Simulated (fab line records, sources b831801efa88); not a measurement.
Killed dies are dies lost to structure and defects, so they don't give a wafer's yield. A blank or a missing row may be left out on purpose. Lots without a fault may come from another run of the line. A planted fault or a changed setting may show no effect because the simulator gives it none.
Which tool did it? | flow gf180mcu | 24 lots, 72 wafers sampled, at 2 steps of a route of 602

WHAT THE GAUGES READ, wafer by wafer
GF_CONTACT_THK_MEAS_26: measures by xrf. Usual: CONTACT_W_THK 297 nm, standard deviation 4.2.
lot  | measured     | on            | CONTACT_W_THK (nm) | flag
L074 | day 16 05:32 | film_metro-01 | 304 294 301        |
L075 | day 16 17:03 | film_metro-04 | 298 298 299        |
L076 | day 16 20:46 | film_metro-04 | 292 288 294        |
L077 | day 17 07:47 | film_metro-03 | 298 297 302        |
L078 | day 17 18:44 | film_metro-03 | 300 294 297        |
L079 | day 17 23:01 | film_metro-03 | 295 299 298        |
L080 | day 18 14:14 | film_metro-04 | 297 298 299        |
L081 | day 19 00:40 | film_metro-03 | 289 296 293        |
L082 | day 19 06:38 | film_metro-01 | 303 302 300        |
L083 | day 19 10:41 | film_metro-01 | 301 296 299        |
L084 | day 20 02:08 | film_metro-01 | 305 302 302        |
L085 | day 20 07:52 | film_metro-01 | 304 300 304        |
L086 | day 21 01:04 | film_metro-01 | 298 297 294        |
L087 | day 21 01:25 | film_metro-03 | 292 291 292        |
L088 | day 21 08:32 | film_metro-03 | 294 296 296        |
L089 | day 21 21:15 | film_metro-03 | 291 290 292        |
L090 | day 22 06:55 | film_metro-04 | 290 295 295        |
L091 | day 22 08:56 | film_metro-03 | 297 296 295        |
L092 | day 22 16:47 | film_metro-01 | 303 300 299        |
L093 | day 23 07:14 | film_metro-03 | 303 299 303        |
L094 | day 23 13:01 | film_metro-03 | 303 299 300        |
L095 | day 23 17:25 | film_metro-01 | 295 295 296        |
L096 | day 23 20:56 | film_metro-03 | 292 297 297        |
L097 | day 24 07:13 | film_metro-03 | 291 290 294        |

GF_V2_CD_MEAS_14: target cd 260 nm. Usual: cd_nm 260.2 nm, standard deviation 1.
lot  | measured     | on        | cd_nm (nm)        | flag
L074 | day 20 09:01 | cd_sem-01 | 261.7 261.6 260.5 |
L075 | day 20 21:07 | cd_sem-02 | 263.3 261.3 262.7 |
L076 | day 21 02:23 | cd_sem-02 | 260.4 261.0 261.2 |
L077 | day 21 12:45 | cd_sem-02 | 260.0 260.5 261.3 |
L078 | day 21 23:47 | cd_sem-01 | 260.0 260.3 259.9 |
L079 | day 22 04:58 | cd_sem-01 | 258.7 259.0 258.5 |
L080 | day 22 18:43 | cd_sem-01 | 259.4 259.9 259.8 |
L081 | day 23 04:52 | cd_sem-01 | 259.9 260.5 260.9 |
L082 | day 23 10:41 | cd_sem-01 | 258.9 259.1 259.6 |
L083 | day 23 14:36 | cd_sem-01 | 261.6 259.9 260.2 |
L084 | day 24 04:23 | cd_sem-01 | 261.5 260.6 260.3 |
L085 | day 24 09:55 | cd_sem-01 | 260.1 260.0 260.2 |
L086 | day 25 01:16 | cd_sem-02 | 260.2 261.0 261.0 |
L087 | day 25 02:08 | cd_sem-02 | 258.6 259.2 259.5 |
L088 | day 25 07:56 | cd_sem-01 | 258.4 259.9 260.6 |
L089 | day 25 20:10 | cd_sem-02 | 260.8 261.0 260.3 |
L090 | day 26 04:33 | cd_sem-01 | 260.6 261.0 260.7 |
L091 | day 26 05:14 | cd_sem-01 | 259.3 258.6 259.0 |
L092 | day 26 12:01 | cd_sem-01 | 259.4 258.5 258.1 |
L093 | day 27 02:36 | cd_sem-01 | 259.2 258.9 260.1 |
L094 | day 27 08:04 | cd_sem-02 | 259.8 260.7 260.1 |
L095 | day 27 11:46 | cd_sem-02 | 259.8 260.0 258.7 |
L096 | day 27 13:24 | cd_sem-02 | 262.4 260.1 261.1 |
L097 | day 28 00:46 | cd_sem-02 | 260.1 258.2 258.9 |

WHICH TOOL RAN EACH LOT (tool, then ch and the chambers of the sampled wafers, then the start)
The record holds no process step before these readings.

WHAT THE TOOLS THEMSELVES READ (means of the sampled wafers that have a number; where no wafer has one, the mark that the record gives instead)
The record holds no such reading with a usual standard deviation.

THE ANSWER, worked out from the rows above alone
Rule: a lot is off if the mean of its wafers that have a number lies more than 3 standard deviations from the usual mean. A lot without any number at a reading at which 4 lots or more have one is off too. The other lots that the step has rows for count as sound. The gauges are gone through in route order, then the tools' own readings, and for those a lot's mean is taken as printed above. The first step at which some lot is off is used, and at that step the reading that is off furthest; a lot without a number counts as furthest.
No lot is off at any reading shown: from this, nothing can be told.

WHAT THE SIMULATOR HAD PUT IN
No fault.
